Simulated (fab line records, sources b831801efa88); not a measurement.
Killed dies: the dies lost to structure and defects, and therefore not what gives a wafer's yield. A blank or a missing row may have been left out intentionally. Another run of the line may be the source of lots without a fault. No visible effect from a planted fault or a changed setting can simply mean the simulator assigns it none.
Which tool is to blame? + flow gf180mcu + 11 lots with 33 wafers sampled at 4 steps, on a route of 602 steps

## WHAT THE GAUGES READ, wafer by wafer
GF_SALICIDE_THK_MEAS_05: measures by xrf.
| lot  | measured     | on            | SALICIDE_TIN_THK (nm)               |
|------|--------------|---------------|-------------------------------------|
| L640 | day 15 21:22 | film metro-02 | 19.54 19.66 19.53                   |
| L641 | day 16 17:42 | film metro-02 | 19.71 19.81 19.92                   |
| L644 | day 17 11:22 | film metro-04 | 20.12 20.02 20.12                   |
| L647 | day 18 14:14 | film metro-04 | 19.68 19.48 19.60                   |
| L648 | day 18 22:19 | film metro-02 | 19.40 19.57 19.70                   |
| L649 | day 19 11:01 | film metro-02 | 19.34 19.58 19.47                   |
| L650 | day 19 17:08 | film metro-04 | 19.95 19.89 19.82                   |
| L651 | day 20 01:28 | film metro-02 | 20.07 20.02 19.97                   |
| L655 | day 21 12:19 | film metro-01 | 16.30 16.18 16.34 16.34 16.20 16.29 |
| L657 | day 22 13:28 | film metro-02 | 15.93 16.22 16.10 16.05 16.33 16.11 |
| L662 | day 23 13:02 | film metro-01 | 19.81 19.88 20.08                   |

## WHAT TOOL EACH LOT RAN ON (gives the tool, then ch and the chambers of the sampled wafers, and finally the start)
| lot  | GF_HV_LDD_STRIP_37                   | GF_SALICIDE_SPUTTER_02       | GF_SALICIDE_SPUTTER_03       |
|------|--------------------------------------|------------------------------|------------------------------|
| L640 | plasma asher-02 ch 0,1, day 12 04:21 | pvd sputter-02, day 15 21:11 | pvd sputter-02, day 15 21:13 |
| L641 | plasma asher-01 ch 0,1, day 12 20:09 | pvd sputter-01, day 16 17:30 | pvd sputter-01, day 16 17:32 |
| L644 | plasma asher-03 ch 0,1, day 13 12:57 | pvd sputter-03, day 17 11:11 | pvd sputter-03, day 17 11:13 |
| L647 | plasma asher-03 ch 1, day 14 13:06   | pvd sputter-03, day 18 14:03 | pvd sputter-03, day 18 14:05 |
| L648 | plasma asher-01 ch 0, day 14 20:59   | pvd sputter-02, day 18 22:08 | pvd sputter-02, day 18 22:10 |
| L649 | plasma asher-01 ch 0,1, day 15 07:54 | pvd sputter-02, day 19 10:51 | pvd sputter-02, day 19 10:52 |
| L650 | plasma asher-03 ch 0,1, day 15 14:11 | pvd sputter-03, day 19 16:56 | pvd sputter-03, day 19 16:58 |
| L651 | plasma asher-03 ch 0,1, day 15 22:33 | pvd sputter-01, day 20 01:17 | pvd sputter-01, day 20 01:19 |
| L655 | plasma asher-02 ch 0,1, day 17 03:54 | pvd sputter-01, day 21 09:43 | pvd sputter-01, day 21 09:44 |
| L657 | plasma asher-02 ch 0,1, day 17 19:20 | pvd sputter-01, day 22 01:01 | pvd sputter-01, day 22 01:03 |
| L662 | plasma asher-02 ch 0,1, day 19 09:29 | pvd sputter-02, day 23 12:50 | pvd sputter-02, day 23 12:52 |
- GF_HV_LDD_STRIP_37: strips in O2/N2.
- GF_SALICIDE_SPUTTER_02: material Co, target thk 10 nm, time 20 s.
- GF_SALICIDE_SPUTTER_03: material TiN, target thk 20 nm, time 16.7 s.

## THE ANSWER, worked out from the rows above alone
Rule: what is usual is taken from the lots themselves. The widest of any qualifying gaps counts: lots, ordered by their means at a reading, are off when they make up no more than a third of the lots, leave a main group of 4 or more, and stand apart from it by 3 or more times the standard deviation of that group's means. A main group is skipped when, at the precision printed for the reading in the tables above, its means are all equal. Also off: a lot with no number at a reading for which 4 or more lots have one. All remaining lots with rows at the step are treated as sound.
Off: L655, L657, seen at GF_SALICIDE_THK_MEAS_05 (SALICIDE_TIN_THK). Main group: mean 19.77 nm, sd 0.21.
A tool fits if, at a process step before that reading, it ran every lot that is off, and no sound lot after the first of them. Gauges at GF_SALICIDE_THK_MEAS_05: tried the same way as those tools. One fits: pvd sputter-01 at GF_SALICIDE_SPUTTER_02 and GF_SALICIDE_SPUTTER_03. At GF_SALICIDE_SPUTTER_02 its last sound lot is L651 (day 20 01:17), its first lot that is off L655 (day 21 09:43): a fault that began between those two fits.

## WHAT THE SIMULATOR HAD PUT IN
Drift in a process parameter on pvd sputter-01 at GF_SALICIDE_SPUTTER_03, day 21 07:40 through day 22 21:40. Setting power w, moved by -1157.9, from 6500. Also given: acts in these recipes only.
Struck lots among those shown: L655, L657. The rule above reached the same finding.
